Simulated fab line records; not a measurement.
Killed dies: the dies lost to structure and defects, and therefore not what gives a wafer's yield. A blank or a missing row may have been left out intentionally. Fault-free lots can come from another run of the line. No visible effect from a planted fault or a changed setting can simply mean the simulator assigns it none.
A struck lot beside a sound one | flow gf180mcu | 19 steps out of a route of 602
Sound: the wafers L247.2, L247.3, L247.6. Wafers L249.3, L249.4, L249.5 were the ones struck. At the end, the cause is stated.
Order at every step that has rows: each side's tool, ch and its chambers, its first start. Under that, the readings that differ: sound wafers | struck wafers | difference of the means | sigmas: that difference in standard deviations of wafers without a fault.
alike: a reading whose means differ by less than 2 such deviations, as well as words and numbers matching on both sides. not compared: withheld readings; readings where some wafer has no value; bounds like >300 that might hide an equal value; numbers whose values overlap and for which the record gives no deviation.
The two part at a step that has a row with sigmas, a row that says differs or no value, or rows on one side only. When numbers do not overlap yet have no deviation, they are printed without sigmas and do not part them. A reading that every wafer of one side lacks parts them only if that side has two wafers or more.

GF_M4_SPUTTER_00: material Ti, target thk 37.5 nm, time 150 s.
  sound on pvd sputter-04 at day 23 04:50; struck on pvd sputter-01 at day 24 03:21
  alike: chamber pressure pa, throttle valve pct
GF_M4_SPUTTER_01: material TiN, target thk 30 nm, time 25 s.
  sound on pvd sputter-04 at day 23 04:56; struck on pvd sputter-01 at day 24 03:27
  alike: chamber pressure pa, throttle valve pct
GF_M4_SPUTTER_02: material AlCu, target thk 450 nm, time 23.9 s.
  sound on pvd sputter-04 at day 23 04:58; struck on pvd sputter-01 at day 24 03:29
  alike: chamber pressure pa, throttle valve pct
GF_M4_SPUTTER_03: material Ti, target thk 10 nm, time 6.7 s.
  sound on pvd sputter-04 at day 23 05:00; struck on pvd sputter-01 at day 24 03:31
  alike: chamber pressure pa, throttle valve pct
then, 1 step without rows for these wafers: GF_M4_SPUTTER_04 (material TiN, target thk 50 nm, time 41.7 s).
GF_M4_RS_MEAS_05: measures by four-point-probe.
  sound on film metro-03 at day 23 05:05; struck on film metro-03 at day 24 03:37
  alike: M4_ALCU_RS
GF_M4_THK_MEAS_06: measures by xrf.
  sound on film metro-03 at day 23 05:11; struck on film metro-03 at day 24 03:43
  alike: M4_ALCU_THK
then, 5 steps without rows for these wafers: GF_M4_DEHYDRATE_07 (time 60 s); GF_M4_HMDS_08 (prime time 60 s); GF_M4_COAT_09 (resist thk 1000 nm); GF_M4_SOFTBAKE_10 (time 60 s); GF_M4_EXPOSE_11 (exposes mask Metal4, target cd 280 nm).
GF_M4_PEB_12: peb time 90 s.
  sound on litho track-02 ch 0, day 24 03:33; struck on litho track-02 ch 0, day 25 00:50
  reading                  | sound             | struck               | difference | sigmas
  heater power total W (W) | 85.70 85.67 85.60 | 113.26 113.35 113.41 | +27.68     | +99 or more
then, 1 step without rows for these wafers: GF_M4_DEVELOP_13 (develop time 60 s).
GF_M4_CD_MEAS_14 targets a cd of 280 nm.
  sound on cd sem-02 at day 24 03:53; struck on cd sem-01 at day 25 01:10
  reading    | sound             | struck            | difference | sigmas
  cd nm (nm) | 276.8 277.5 277.4 | 309.9 308.9 308.7 | +31.9      | +29
GF_M4_OVL_MEAS_15:
  sound on overlay-02 at day 24 04:00; struck on overlay-02 at day 25 01:15
  alike: M4_OVL
GF_M4_METAL_ETCH_16: etches the open film in Cl2/BCl3, stops on SiO2, target depth 750.8 nm, time 125.1 s.
  sound on rie metal-02 ch 0, day 24 04:02; struck on rie metal-02 ch 0,1, day 25 01:19
  reading             | sound             | struck          | difference | sigmas
  model.M4.cd nm (nm) | 280.5 280.7 280.3 | 315.9 320 316.1 | +36.8      |
  alike: drypump motor current A, oes product au, throttle valve pct
  not compared: rf hours counter h
GF_M4_STRIP_17: strips in O2/N2.
  sound on plasma asher-02 ch 0, day 24 04:10; struck on plasma asher-03 ch 0,1, day 25 01:26
  reading            | sound       | struck      | difference | sigmas
  heater power w (W) | 407 400 411 | 323 323 318 | -85        | -2
  alike: drypump motor current A, o2 flow sccm, oes product au, strip time to endpoint s
  not compared: rf hours counter h
-- the record jumps here: 5 days lie between the struck wafers' starts before and after (it left off in module M4 and takes up again in module PASSIVATION, whose first step shown is number 602 of the route) --
GF_PASSIVATION_PROBE_99:
  only the struck wafers here have rows in the record (prober-01, day 30 09:28); the sound ones have none

WHERE THEY PART
Earliest at GF_M4_PEB_12; latest, in this record, at GF_PASSIVATION_PROBE_99.

WHY: the cause the simulator had injected
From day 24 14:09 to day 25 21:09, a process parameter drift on litho track-02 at GF_M4_PEB_12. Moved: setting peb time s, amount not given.
